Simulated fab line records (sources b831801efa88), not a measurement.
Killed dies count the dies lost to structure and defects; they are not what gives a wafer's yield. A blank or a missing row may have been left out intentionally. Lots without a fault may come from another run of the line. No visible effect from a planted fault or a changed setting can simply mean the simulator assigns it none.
Split-lot study ; flow sfqLine ; 5 lots, 23 wafers read, on a route of 325 steps

## ON THE SPLIT
At SFQ_TRILAYER_M4_ETCH_METAL_ETCH_096 (etches Nb in Cl2/Ar, stops on SiO2, target depth 240 nm, time 120 s), the setting timeS was moved away from the recipe's 120 s on 9 of the 23 wafers read, by -8.3% to +11.1%. All remaining wafers had this setting at the recipe value.

Reading taken at the split's own step.

## THE READING
KrF_of_TRILAYER_M4_LITHO_COAT_093.thkNm (the simulator's own value, which no gauge read), in nm, at SFQ_TRILAYER_M4_ETCH_METAL_ETCH_096 (etches Nb in Cl2/Ar, stops on SiO2, target depth 240 nm, time 120 s). No usual value for it is given in the file. Average 379.9 nm, standard deviation 4.8 nm, over the 14 wafers here run with the recipe.

wafer;tool, chamber at the split;timeS as run, s;against the recipe;KrF_of_TRILAYER_M4_LITHO_COAT_093.thkNm, nm;against lot-mates on the recipe
L078.4;rieMetal-04, 0;120;recipe;382.7;-
L078.5;rieMetal-04, 0;120;recipe;383;-
L078.6;rieMetal-04, 1;120;recipe;377.3;-
L079.1;rieMetal-01, 1;131.1;+9.3%;377.8;-8.5
L079.3;rieMetal-01, 0;120;recipe;385;-
L079.4;rieMetal-01, 1;120;recipe;384.8;-
L079.5;rieMetal-01, 1;120;recipe;389.1;-
L079.6;rieMetal-01, 0;131.1;+9.3%;373.3;-13.0
L080.1;rieMetal-02, 0;133.3;+11.1%;360.8;-18.0
L080.2;rieMetal-02, 1;133.3;+11.1%;362.5;-16.3
L080.3;rieMetal-02, 0;120;recipe;376.2;-
L080.4;rieMetal-02, 1;120;recipe;379.9;-
L080.6;rieMetal-02, 1;120;recipe;380.3;-
L084.1;rieMetal-04, 1;110.1;-8.3%;391.4;+10.5
L084.2;rieMetal-04, 0;110.1;-8.3%;393;+12.1
L084.4;rieMetal-04, 0;120;recipe;382.3;-
L084.5;rieMetal-04, 1;120;recipe;379.4;-
L084.6;rieMetal-04, 0;110.1;-8.3%;392;+11.1
L085.1;rieMetal-04, 1;131;+9.2%;360.9;-12.0
L085.2;rieMetal-04, 0;131;+9.2%;361.1;-11.8
L085.3;rieMetal-04, 1;120;recipe;372.8;-
L085.5;rieMetal-04, 1;120;recipe;372.3;-
L085.6;rieMetal-04, 0;120;recipe;373.7;-

THE FIT
A straight line over all 23 wafers: KrF_of_TRILAYER_M4_LITHO_COAT_093.thkNm changes by -1.44 nm for each +1% of timeS; r = -0.85; the points scatter about the line by 5.2 nm.
The same after taking each lot's own level away (the mean of its wafers on the recipe; 23 wafers): -1.37 nm for each +1%; r = -0.97; scatter 1.9 nm.
The reading moves by 15 nm for the largest change in timeS, on that fit.
Measured against the standard deviation above, the lots' own levels, which go from 372.93 to 386.30 nm, span 2.8 times it.
So the lot-to-lot level changes the slope little: the two slopes agree.
Check: with one of the wafers moved furthest among these (+11.1%) left out of the fit, the line predicts -14.5 nm for it against its lot-mates. It came out at -18 nm against them.

## THE OTHER SPLITS THESE WAFERS WENT THROUGH
Note: prior to the reading, these wafers also went through further splits. Each is held against what the fit with the lots' levels taken away leaves over:
other split on the same wafers;wafers away from the commonest value;r with KrF_of_TRILAYER_M4_LITHO_COAT_093.thkNm (lot level and that fit taken away)
SFQ_TRILAYER_I2_VIA_LITHO_COAT_067 resistThkNm;8;+0.19
SFQ_TRILAYER_M3_LITHO_COAT_080 spinRpm;9;+0.12
SFQ_TRILAYER_M3_BARC_OPEN_METAL_ETCH_100 pressureMtorr;18;-0.17
SFQ_TRILAYER_I3_DEP_PECVD_081 timeS;6;+0.58
SFQ_TRILAYER_I3_VIA_LITHO_EXPOSE_086 doseMj;10;+0.20
SFQ_TRILAYER_I3_VIA_BARC_OPEN_VIA_ETCH_121 sourceW;6;-0.13
SFQ_TRILAYER_M4_LITHO_COAT_098 resistThkNm;11;+0.01

## FILE'S OWN FIT
KrF_of_TRILAYER_M4_LITHO_COAT_093.thkNm changes by -1.37 nm for each +1% of timeS, r = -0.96.
